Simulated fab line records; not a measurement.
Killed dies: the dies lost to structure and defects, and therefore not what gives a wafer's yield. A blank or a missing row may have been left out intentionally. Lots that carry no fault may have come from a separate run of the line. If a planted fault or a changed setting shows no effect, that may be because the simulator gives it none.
One fault through the eyes of 2 desks + flow gf180mcu + numbers are kept per desk, each desk with only its own; the story behind them comes last

== THE METROLOGY DESK ==
Means of the sampled wafers that have a number, per lot and without regard to the tool the lot ran on: this is what the gauges read. Any lot whose mean is over 4 standard deviations away from the usual mean is out of limits and marked OUT; that distance is given in the brackets.
Columns: A = V5_W_RS at GF_V5_RS_MEAS_24, usual 0.328 ohm/sq; B = V5_W_THK at GF_V5_THK_MEAS_25, usual 346 nm; C = TOP_METAL_ALCU_RS at GF_TOP_METAL_RS_MEAS_05, usual 0.0327 ohm/sq; D = TOP_METAL_ALCU_THK at GF_TOP_METAL_THK_MEAS_06, usual 898 nm; E = cdNm at GF_TOP_METAL_CD_MEAS_14, usual 440.1 nm; F = TOP_METAL_OVL at GF_TOP_METAL_OVL_MEAS_15, usual -0.5 nm
| lot  | first seen here | A     | B   | C      | D   | E     | F    |
|------|-----------------|-------|-----|--------|-----|-------|------|
| L936 | day 29 19:38    | 0.323 | 346 | 0.0324 | 905 | 437.8 | 0.3  |
| L938 | day 30 09:01    | 0.329 | 341 | 0.0328 | 897 | 437.2 | 0.3  |
| L937 | day 30 10:32    | 0.327 | 343 | 0.0323 | 901 | 440.6 | -1.4 |
| L944 | day 31 23:23    | 0.327 | 351 | 0.0328 | 895 | 444.0 | 0.2  |
| L949 | day 33 00:56    | 0.324 | 349 | 0.0328 | 894 | 445.5 | 0.4  |
| L951 | day 33 15:03    | 0.319 | 354 | 0.0327 | 896 | 438.0 | 0.1  |
This desk found nothing out of limits on any of the 6 lots.

== TOOL OWNER'S DESK, pvdSputter-04 ==
At GF_TOP_METAL_SPUTTER_04 (material TiN, target thk 25 nm, time 20.8 s) the tool's own readings: per lot run on this tool, the mean of the sampled wafers that have a number. Any lot whose mean is over 4 standard deviations away from the usual mean is out of limits and marked OUT; that distance is given in the brackets.
Columns: A = throttleValvePct at GF_TOP_METAL_SPUTTER_04, usual 30.4 %
| lot  | first seen here | A    |
|------|-----------------|------|
| L936 | day 29 20:17    | 29.9 |
| L937 | day 30 11:10    | 30.3 |
| L951 | day 33 15:56    | 29.4 |
This desk found nothing out of limits on any of the 3 lots.

== ALL TOGETHER ==
The metrology desk saw nothing out of limits.
The desk of the tool owner found nothing out of limits.

== WHAT THE SIMULATOR PUT IN ==
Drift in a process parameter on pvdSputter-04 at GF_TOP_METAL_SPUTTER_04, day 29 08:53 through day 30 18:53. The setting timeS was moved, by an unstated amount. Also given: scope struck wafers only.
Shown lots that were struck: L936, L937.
